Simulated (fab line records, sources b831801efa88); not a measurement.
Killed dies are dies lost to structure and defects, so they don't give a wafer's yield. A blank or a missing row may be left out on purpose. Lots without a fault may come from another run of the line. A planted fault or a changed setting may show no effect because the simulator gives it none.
fab line records | flow sky130
record lots=12 wafers=36 last_day=50
route steps=708 shown FIELD_ISO@14 POLY_GATE@229 LDD_N@252 POLY_CUT@317 PAD_OPEN@708
lots that met no fault: from a run of the same line without faults
start_h: hours from the record's first day to the start of the lot's first wafer shown | wait_h: hours since the lot's step before | " the same as in the row above | L1.1+2: a row that stands for several wafers | - no value, or no start given | * or withheld: withheld | < > ~ a bound
route shown NAME@n: a module of which the file shows steps, and the number in the route of the first | usual: mean/standard deviation of fault-free wafers | same: alike in all rows | chamber/n: place in a boat | sites: the reading at each site | _std_site: their standard deviation | _edge_site: outer sites' mean less inner sites' | radius_mm: how far each site lies from the wafer's centre | mask NAME#n: copy n | behind: the tool/chamber that last shaped the wafer | hold: why the lot was held/for how many hours/how that ended | device: the transistor (n, p or np) that didn't switch | end of line: the same wafers' tests at the end of the route | a step without rows: its recipe alone | killed: dies lost to structure and defects at the first sort, not the wafer's yield | map: a wafer's dies, x killed, . not, _ none there
set.NAME: the setting as run; set.NAME@STEP: as run at that earlier step | model.NAME: the simulator's own value behind a step, which no gauge read
steps of the route over a sample of lots; a table a step, a row a wafer
services: from which hour (start_h, from the record's first day; less than 0 if before it) a tool's chamber was out of use, for how many hours, and why
## steps
# step SKY_FIELD_ISO_CD_MEAS_13
# recipe target_cd_nm=150
# usual cd_nm=149.9/1.6
# columns lot.wafer tool chamber start_h wait_h cd_nm
L511.3 cd_sem-01 - 28.09 - 149.0
L511.5 " - " " 149.2
L511.6 " - " " 150.3
L512.1 cd_sem-01 - 34.30 - 150.3
L512.2 " - " " 149.8
L512.5 " - " " 149.8
L514.1 cd_sem-01 - 45.63 - 149.9
L514.4 " - " " 150.2
L514.5 " - " " 151.1
L521.2 cd_sem-01 - 81.42 - 151.7
L521.4 " - " " 152.0
L521.6 " - " " 150.9
L522.1 cd_sem-01 - 85.92 - 151.6
L522.2 " - " " 151.4
L522.3 " - " " 151.2
L523.3 cd_sem-01 - 92.31 - 151.2
L523.4 " - " " 150.9
L523.6 " - " " 150.7
L527.1 cd_sem-01 - 111.73 - 149.8
L527.2 " - " " 149.2
L527.5 " - " " 149.3
L529.2 cd_sem-01 - 121.39 - 150.0
L529.5 " - " " 150.1
L529.6 " - " " 148.9
L531.2 cd_sem-02 - 135.80 - 149.3
L531.3 " - " " 150.9
L531.4 " - " " 150.4
L532.3 cd_sem-01 - 138.99 - 148.7
L532.4 " - " " 148.5
L532.5 " - " " 148.8
L533.3 cd_sem-02 - 149.71 - 153.8
L533.4 " - " " 152.1
L533.5 " - " " 153.0
L534.2 cd_sem-02 - 150.04 - 150.0
L534.3 " - " " 149.5
L534.4 " - " " 149.9
# step SKY_POLY_GATE_ETCH_15
# recipe chemistry=N2/H2 target=BARC ion_energy_ev=200 source_w=500 bias_w=100 pressure_mtorr=30 n2_flow_sccm=100 h2_flow_sccm=200 stop_on=SiO2 time_s=118.5 target_depth_a=1100
# usual drypump_motor_current_A=5.6/0.48 oes_product_au=0.716/0.0048 throttle_valve_pct=13.212/0.0094
# same time_s=118.5
# columns lot.wafer tool chamber start_h wait_h drypump_motor_current_A oes_product_au rf_hours_counter_h throttle_valve_pct
L511.3 rie_diel-03 0 370.11 0.0 5.9 0.712 33 13.212
L511.5 " 3 " " 6.0 0.722 - 13.230
L511.6 " 2 " " 5.1 0.719 - 13.219
L512.1 rie_diel-03 1 386.22 0.0 5.4 0.721 0 13.207
L512.2 " 0 " " 5.9 0.713 34 13.220
L512.5 " 3 " " 5.9 0.721 - 13.208
L514.1 rie_diel-02 1 394.37 0.0 6.4 0.710 27 13.222
L514.4 " 3 " " 5.9 0.713 78 13.212
L514.5 " 0 " " 5.1 0.719 - 13.211
L521.2 rie_diel-01 1 474.52 0.0 5.4 0.724 11 13.224
L521.4 " 0 " " 4.8 0.713 13 13.214
L521.6 " 0 " " 4.8 0.719 - 13.215
L522.1 rie_diel-02 0 491.28 0.0 5.1 0.720 10 13.219
L522.2 " 3 " " 5.9 0.712 79 13.193
L522.3 " 2 " " 5.6 0.714 1 13.214
L523.3 rie_diel-01 1 493.88 0.0 5.3 0.713 11 13.219
L523.4 " 2 " " 6.1 0.719 12 13.213
L523.6 " 1 " " 5.4 0.718 - 13.215
L527.1 rie_diel-01 0 512.71 0.0 4.8 0.712 13 13.221
L527.2 " 3 " " 5.6 0.715 12 13.213
L527.5 " 2 " " 6.1 0.721 - 13.232
L529.2 rie_diel-02 2 533.07 0.0 5.5 0.719 2 13.209
L529.5 " 0 " " 5.1 0.715 - 13.214
L529.6 " 1 " " 6.4 0.712 - 13.219
L531.2 rie_diel-03 1 566.80 0.0 5.5 0.713 3 13.217
L531.3 " 3 " " 6.0 0.719 8 13.217
L531.4 " 0 " " 5.9 0.712 36 13.211
L533.3 rie_diel-01 1 567.73 0.0 5.4 0.716 13 13.221
L533.4 " 0 " " 4.8 0.713 15 13.201
L533.5 " 2 " " 6.1 0.714 - 13.216
L532.3 rie_diel-03 0 569.83 0.0 5.9 0.713 36 13.196
L532.4 " 2 " " 5.1 0.716 0 13.237
L532.5 " 1 " " 5.5 0.715 - 13.208
L534.2 rie_diel-01 1 577.45 0.0 5.4 0.717 13 13.206
L534.3 " 0 " " 4.8 0.720 15 13.227
L534.4 " 0 " " 4.8 0.716 - 13.208
# step SKY_LDD_N_IMPLANT_15
# recipe species=BF2 energy_kev=50 dose_cm2=5e+12 tilt_deg=30 rotation_deg=270
# usual dose_ions_cm2=4.999e+12/6.4e+09 faraday_current_uA=28.2/0.53 rotation_deg=270.00/0.051
# same implant_ion_amu=49
# columns lot.wafer tool chamber start_h wait_h dose_ions_cm2 faraday_current_uA rotation_deg
L511.3 implanter-02 0 400.41 0.1 5e+12 28.0 269.95
L511.5 " 0 " " 4.999e+12 28.7 269.96
L511.6 " 0 " " 5.002e+12 28.4 270.06
L512.1 implanter-01 0 417.31 0.1 5.001e+12 29.1 269.96
L512.2 " 0 " " 5.003e+12 28.5 270.02
L512.5 " 0 " " 4.999e+12 28.5 270.02
L514.1 implanter-02 0 427.21 0.1 4.991e+12 28.3 270.06
L514.4 " 0 " " 4.999e+12 28.9 270.05
L514.5 " 0 " " 4.998e+12 28.3 269.99
L521.2 implanter-03 0 507.72 0.1 4.988e+12 28.5 270.03
L521.4 " 0 " " 5.004e+12 28.1 269.98
L521.6 " 0 " " 5.005e+12 29.0 269.89
L522.1 implanter-02 0 525.05 0.1 3.152e+12 17.6 269.97
L522.2 " 0 " " 3.158e+12 17.5 270.06
L522.3 " 0 " " 3.151e+12 18.4 269.92
L523.3 implanter-02 0 527.11 0.1 3.159e+12 18.3 270.07
L523.4 " 0 " " 3.161e+12 17.5 270.07
L523.6 " 0 " " 3.154e+12 17.4 270.15
L527.1 implanter-01 0 546.16 0.1 4.993e+12 27.1 270.00
L527.2 " 0 " " 4.993e+12 28.5 269.98
L527.5 " 0 " " 4.988e+12 28.4 269.98
L529.2 implanter-03 0 566.42 0.1 4.987e+12 27.7 270.05
L529.5 " 0 " " 4.994e+12 28.4 269.99
L529.6 " 0 " " 4.994e+12 27.4 270.00
L531.2 implanter-02 0 598.61 0.1 5.002e+12 27.2 269.96
L531.3 " 0 " " 5.001e+12 27.8 269.94
L531.4 " 0 " " 5e+12 28.2 269.91
L533.3 implanter-02 0 600.51 0.1 5.009e+12 28.4 270.02
L533.4 " 0 " " 5.003e+12 28.0 270.00
L533.5 " 0 " " 4.994e+12 28.1 270.04
L532.3 implanter-01 0 602.25 0.1 4.992e+12 28.6 269.96
L532.4 " 0 " " 4.998e+12 27.9 270.06
L532.5 " 0 " " 5.01e+12 28.3 270.03
L534.2 implanter-02 0 609.22 0.1 5e+12 28.9 270.04
L534.3 " 0 " " 5.001e+12 28.4 270.04
L534.4 " 0 " " 5.003e+12 26.8 270.04
# step SKY_POLY_CUT_ETCH_10
# recipe chemistry=N2/H2 target=BARC ion_energy_ev=200 source_w=492.5 bias_w=100 pressure_mtorr=30 n2_flow_sccm=100 h2_flow_sccm=200 stop_on=SiO2 time_s=45.9 target_depth_a=600
# usual drypump_motor_current_A=5.6/0.42 oes_product_au=0.855/0.005 throttle_valve_pct=13.225/0.008
# same time_s=45.9
# columns lot.wafer tool chamber start_h wait_h drypump_motor_current_A oes_product_au rf_hours_counter_h throttle_valve_pct
L511.3 rie_diel-03 1 554.42 0.0 5.5 0.850 3 13.229
L511.5 " 2 " " 5.1 0.857 - 13.229
L511.6 " 1 " " 5.5 0.851 - 13.220
L512.1 rie_diel-03 1 571.92 0.0 5.5 0.855 3 13.222
L512.2 " 2 " " 5.1 0.857 0 13.229
L512.5 " 1 " " 5.5 0.858 - 13.226
L514.1 rie_diel-04 2 584.05 0.0 6.0 0.854 8 13.223
L514.4 " 0 " " 5.4 0.861 12 13.242
L514.5 " 0 " " 5.4 0.849 - 13.236
L521.2 rie_diel-01 1 657.59 0.0 5.3 0.843 15 13.218
L521.4 " 2 " " 6.1 0.856 16 13.209
L521.6 " 0 " " 4.8 0.844 - 13.229
L522.1 rie_diel-03 1 676.22 0.0 5.5 0.854 5 13.214
L522.2 " 3 " " 6.0 0.852 10 13.244
L522.3 " 0 " " 5.9 0.852 39 13.222
L523.3 rie_diel-03 1 678.22 0.0 5.5 0.856 5 13.223
L523.4 " 3 " " 6.0 0.856 10 13.224
L523.6 " 2 " " 5.1 0.858 - 13.232
L527.1 rie_diel-03 0 693.42 0.0 5.9 0.852 39 13.227
L527.2 " 3 " " 6.0 0.846 10 13.241
L527.5 " 0 " " 5.9 0.851 - 13.217
L529.2 rie_diel-03 1 710.97 0.0 5.5 0.846 7 13.226
L529.5 " 0 " " 6.0 0.854 - 13.221
L529.6 " 3 " " 6.0 0.854 - 13.227
L531.2 rie_diel-01 3 742.39 0.0 5.6 0.851 18 13.216
L531.3 " 0 " " 4.8 0.855 19 13.216
L531.4 " 2 " " 6.1 0.849 18 13.234
L533.3 rie_diel-01 3 744.49 0.0 5.5 0.855 18 13.223
L533.4 " 0 " " 4.8 0.858 19 13.227
L533.5 " 3 " " 5.6 0.852 - 13.231
L532.3 rie_diel-04 3 745.16 0.0 6.4 0.847 1 13.226
L532.4 " 2 " " 6.0 0.856 11 13.217
L532.5 " 3 " " 6.4 0.859 - 13.217
L534.2 rie_diel-03 3 751.31 0.0 6.0 0.863 12 13.232
L534.3 " 2 " " 5.1 0.860 5 13.227
L534.4 " 0 " " 6.0 0.852 41 13.230
# step SKY_PAD_OPEN_PROBE_99
# usual killed_at_M0_to_M3=43/7 killed_at_M4_up=3.3/1.8 killed_at_contacts=24/6.2 killed_at_front_end=16/4.7 killed_at_other=0.4/0.58 killed_dies=87/10 killed_open=47/6.4 killed_short=39/7
# same gross_dies=492 killed_at_back_side=0
# columns lot.wafer tool chamber start_h wait_h killed_at_M0_to_M3 killed_at_M4_up killed_at_contacts killed_at_front_end killed_at_other killed_dies killed_open killed_short
L512.1 prober-02 - 1082.26 0.1 50 3 19 14 0 86 44 41
L512.2 prober-02 - 1082.31 0.1 43 4 16 20 0 83 45 36
L512.5 prober-02 - 1082.46 0.2 33 1 29 20 0 83 42 39
L523.3 prober-02 - 1154.78 0.2 42 4 17 20 0 83 43 40
L523.4 prober-02 - 1154.83 0.2 33 0 31 15 1 80 37 43
L523.6 prober-02 - 1154.93 0.2 45 1 24 15 2 87 44 43
# killed by level:class
L512.1 VIA1:geometric_particle:open=12 METAL2:geometric_particle:short=10 VIA2:geometric_particle:open=8 CONTACT:geometric_particle:open=7 FIELD_ISO:geometric_particle:open=5 VIA3:geometric_particle:open=5 METAL1:geometric_particle:short=4 LI_CONTACT:geometric_particle:open=4
L512.2 VIA1:geometric_particle:open=13 METAL2:geometric_particle:short=9 FIELD_ISO:geometric_particle:open=8 FIELD_ISO:geometric_particle:short=7 CONTACT:geometric_particle:short=5 CONTACT:geometric_particle:open=5 METAL2:geometric_particle:open=4 VIA3:geometric_particle:open=4
L512.5 CONTACT:geometric_particle:open=14 LI_CONTACT:geometric_particle:open=7 FIELD_ISO:geometric_particle:open=6 VIA1:geometric_particle:short=6 VIA1:geometric_particle:open=5 VIA2:geometric_particle:open=5 FIELD_ISO:geometric_particle:short=4 POLY_GATE:geometric_particle:short=4
L523.3 METAL1:geometric_particle:short=11 LI_CONTACT:geometric_particle:open=7 POLY_GATE:geometric_particle:short=6 POLY_GATE:geometric_particle:open=6 VIA1:geometric_particle:short=6 VIA2:geometric_particle:open=6 VIA3:geometric_particle:open=6 FIELD_ISO:geometric_particle:short=5
L523.4 LI_CONTACT:geometric_particle:open=8 CONTACT:geometric_particle:short=8 METAL1:geometric_particle:short=8 CONTACT:geometric_particle:open=7 VIA1:geometric_particle:open=7 FIELD_ISO:geometric_particle:short=5 POLY_GATE:geometric_particle:short=5 VIA2:geometric_particle:open=5
L523.6 VIA2:geometric_particle:open=9 METAL1:geometric_particle:short=9 LI_CONTACT:geometric_particle:open=8 VIA2:geometric_particle:short=7 VIA1:geometric_particle:open=6 POLY_GATE:geometric_particle:open=5 LI_CONTACT:geometric_particle:short=4 LOCAL_INTERCONNECT:geometric_particle:short=4
## services
# columns tool chamber start_h hours kind
rie_diel-01 3 382.50 5.3 repair
implanter-02 - 402.61 3.3 pm
rie_diel-01 2 417.03 5.7 repair
rie_diel-03 1 440.05 7.6 repair
implanter-01 - 442.35 2.9 pm
rie_diel-03 0 444.38 24.7 repair
rie_diel-01 1 444.61 1.8 repair
rie_diel-02 - 446.61 2.8 pm
rie_diel-02 3 466.97 5.4 repair
rie_diel-02 3 478.36 3.0 repair
rie_diel-02 0 497.83 5.5 repair
rie_diel-03 - 517.12 12.7 repair
implanter-02 - 518.96 2.6 repair
rie_diel-03 3 533.66 8.5 repair
implanter-01 - 539.00 2.3 repair
rie_diel-02 - 542.34 0.6 repair
rie_diel-02 - 570.04 1.3 repair
rie_diel-01 3 576.84 7.6 repair
implanter-01 - 595.92 1.8 repair
rie_diel-02 2 636.70 8.1 repair
rie_diel-03 1 647.18 7.3 repair
implanter-01 - 650.77 5.3 pm
implanter-02 - 676.33 1.1 repair
rie_diel-03 1 742.12 7.5 repair
## key
first_sign step=SKY_LDD_N_IMPLANT_15 reading=dose_ions_cm2 direction=down sigmas=99+ usual=* struck=*
effect step=SKY_LDD_N_IMPLANT_15 reading=faraday_current_uA direction=down sigmas=20 usual=28.2 struck=17.8
met_at SKY_LDD_N_IMPLANT_15
struck_lots L522,L523
tester_left_out L522,L523
not_acting_at SKY_FIELD_ISO_CD_MEAS_13,SKY_POLY_GATE_ETCH_15,SKY_POLY_CUT_ETCH_10
onset_between 427.21 525.05
fault kind=process_parameter_drift tool=implanter-02 chamber=- onset_h=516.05 steps=SKY_LDD_N_IMPLANT_15 channel=dose_cm2 offset=* shape=step end_h=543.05 acts_in=* stated=*
# tester_left_out: of these lots the tester's yield and bins aren't shown, on N5 and GAA mostly nor the transistor test; their killed dies are dies lost to structure and defects alone, not to doping, threshold or leakage, so they don't give the yield
